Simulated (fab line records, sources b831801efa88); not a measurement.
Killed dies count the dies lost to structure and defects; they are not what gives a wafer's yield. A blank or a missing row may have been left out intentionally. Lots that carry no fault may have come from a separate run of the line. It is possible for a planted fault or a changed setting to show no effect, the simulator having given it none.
Which tool is to blame? -- flow gf180mcu -- Sampling: 14 lots, 42 wafers, 4 of 602 route steps

WHAT EACH GAUGE READ, for each wafer
GF_MVSD_OVL_MEAS_07. Usual: MVSD_OVL 0.4 nm, standard deviation 1.4.
lot,measured,on,MVSD_OVL (nm),flag
L363,day 4 10:17,overlay-01,1.0 1.0 1.0,
L365,day 4 22:10,overlay-02,0.2 0.4 0.3,
L366,day 5 04:55,overlay-01,1.5 -2.0 -0.3,
L367,day 5 09:19,overlay-01,1.0 1.7 2.5,
L368,day 5 15:22,overlay-02,-1.2 0.1 0.1,
L374,day 7 01:58,overlay-02,- - -,OFF
L375,day 7 06:40,overlay-01,- - -,OFF
L379,day 8 07:40,overlay-01,0.2 1.0 1.2,
L381,day 8 17:01,overlay-01,0.8 -0.5 -0.6,
L382,day 9 01:40,overlay-02,0.5 0.9 0.8,
L383,day 9 05:34,overlay-02,3.3 1.0 3.5,
L384,day 9 13:43,overlay-01,-0.5 1.4 -0.1,
L385,day 9 21:31,overlay-02,1.5 2.5 2.8,
L386,day 10 00:07,overlay-02,-1.8 0.0 -1.9,

GF_MVPSD_TW_MEAS_11. Usual: MVPSD_TW 551, standard deviation 8.4.
lot,measured,on,MVPSD_TW,flag
L363,day 5 00:52,filmMetro-01,552 550 551,
L365,day 5 13:17,filmMetro-02,537 539 541,
L366,day 5 19:27,filmMetro-01,553 552 550,
L367,day 5 23:54,filmMetro-02,540 542 541,
L368,day 6 06:33,filmMetro-02,539 535 540,
L374,day 7 19:18,filmMetro-03,1621 1613 1630,OFF
L375,day 7 23:46,filmMetro-03,1618 1622 1622,OFF
L379,day 9 00:56,filmMetro-03,559 557 555,
L381,day 9 10:51,filmMetro-02,541 542 537,
L382,day 9 19:46,filmMetro-03,556 553 556,
L383,day 9 23:52,filmMetro-01,550 547 549,
L384,day 10 07:56,filmMetro-01,553 551 553,
L385,day 10 16:03,filmMetro-01,549 553 556,
L386,day 10 18:32,filmMetro-03,561 560 556,

GF_VT_IMPLANT_TW_MEAS_10. Usual: VT_IMPLANT_TW 560, standard deviation 9.7.
lot,measured,on,VT_IMPLANT_TW,flag
L363,day 5 14:52,filmMetro-02,552 554 551,
L365,day 6 03:48,filmMetro-02,551 554 553,
L366,day 6 09:59,filmMetro-04,560 562 564,
L367,day 6 14:33,filmMetro-02,550 553 552,
L368,day 6 21:56,filmMetro-02,552 552 552,
L374,day 8 11:34,filmMetro-03,1621 1623 1621,OFF
L375,day 8 16:28,filmMetro-03,1617 1622 1625,OFF
L379,day 9 18:13,filmMetro-02,555 556 554,
L381,day 10 04:36,filmMetro-02,551 546 546,
L382,day 10 13:46,filmMetro-02,550 550 549,
L383,day 10 17:46,filmMetro-04,564 562 564,
L384,day 11 01:54,filmMetro-03,574 574 577,
L385,day 11 10:25,filmMetro-02,550 549 547,
L386,day 11 13:14,filmMetro-02,550 551 547,

TOOL THAT RAN EACH LOT (tool first, then ch and the chambers of the sampled wafers, then the start)
lot,GF_MVSD_COAT_02
L363,"lithoTrack-03 ch 0, day 4 03:35"
L365,"lithoTrack-02 ch 0, day 4 14:56"
L366,"lithoTrack-03 ch 0, day 4 21:43"
L367,"lithoTrack-03 ch 0, day 5 01:55"
L368,"lithoTrack-01 ch 0, day 5 08:01"
L374,"lithoTrack-01, day 6 18:31"
L375,"lithoTrack-02, day 6 23:23"
L379,"lithoTrack-01 ch 0, day 7 23:17"
L381,"lithoTrack-02 ch 0, day 8 08:55"
L382,"lithoTrack-02 ch 0, day 8 17:04"
L383,"lithoTrack-03 ch 0, day 8 20:32"
L384,"lithoTrack-02 ch 0, day 9 05:23"
L385,"lithoTrack-03 ch 0, day 9 12:07"
L386,"lithoTrack-01 ch 0, day 9 14:40"
- GF_MVSD_COAT_02: resist thk 3000 nm.

AS READ BY THE TOOLS THEMSELVES (means over the sampled wafers that have a number; for cases with no such wafer, the mark the record gives instead)
GF_MVSD_COAT_02. Usual: chillPlateTempC 23.02 C, standard deviation 0.11; dispensePressureKPa 53.9 kPa, standard deviation 0.35.
lot,tool,chillPlateTempC (C),dispensePressureKPa (kPa),flag
L363,lithoTrack-03,23.01,54.2,
L365,lithoTrack-02,23.02,53.7,
L366,lithoTrack-03,22.95,54.2,
L367,lithoTrack-03,23.05,54.2,
L368,lithoTrack-01,23.13,53.3,
L374,lithoTrack-01,-,-,OFF
L375,lithoTrack-02,-,-,OFF
L379,lithoTrack-01,23.04,53.3,
L381,lithoTrack-02,23.05,53.8,
L382,lithoTrack-02,23.07,53.7,
L383,lithoTrack-03,22.97,54.2,
L384,lithoTrack-02,23.04,53.7,
L385,lithoTrack-03,22.84,54.2,
L386,lithoTrack-01,22.88,53.3,

THE ANSWER, worked out from the rows above alone
Rule: a lot counts as off when the mean over its wafers that have a number is more than 3 standard deviations away from the usual mean. A lot without any number at a reading at which 4 lots or more have one is off too. All remaining lots with rows at the step are treated as sound. Order of review: gauges by route order, followed by the tools' own readings, for which a lot's mean as printed above is used. At the first step where some lot is off, the reading lying furthest off is the one used; lots without a number count as furthest.
Off: L374, L375, seen at GF_MVSD_OVL_MEAS_07 (MVSD_OVL). Without a number there: L374, L375.
If a tool, at a process step before that reading, ran all the lots that are off and no sound lot after the first of them, it fits. The gauges at GF_MVSD_OVL_MEAS_07 aren't tried: what is off there is off at GF_MVPSD_TW_MEAS_11 too, on other tools, and a gauge's error can't cause that. None of those tried fits.

WHAT THE SIMULATOR HAD INSERTED
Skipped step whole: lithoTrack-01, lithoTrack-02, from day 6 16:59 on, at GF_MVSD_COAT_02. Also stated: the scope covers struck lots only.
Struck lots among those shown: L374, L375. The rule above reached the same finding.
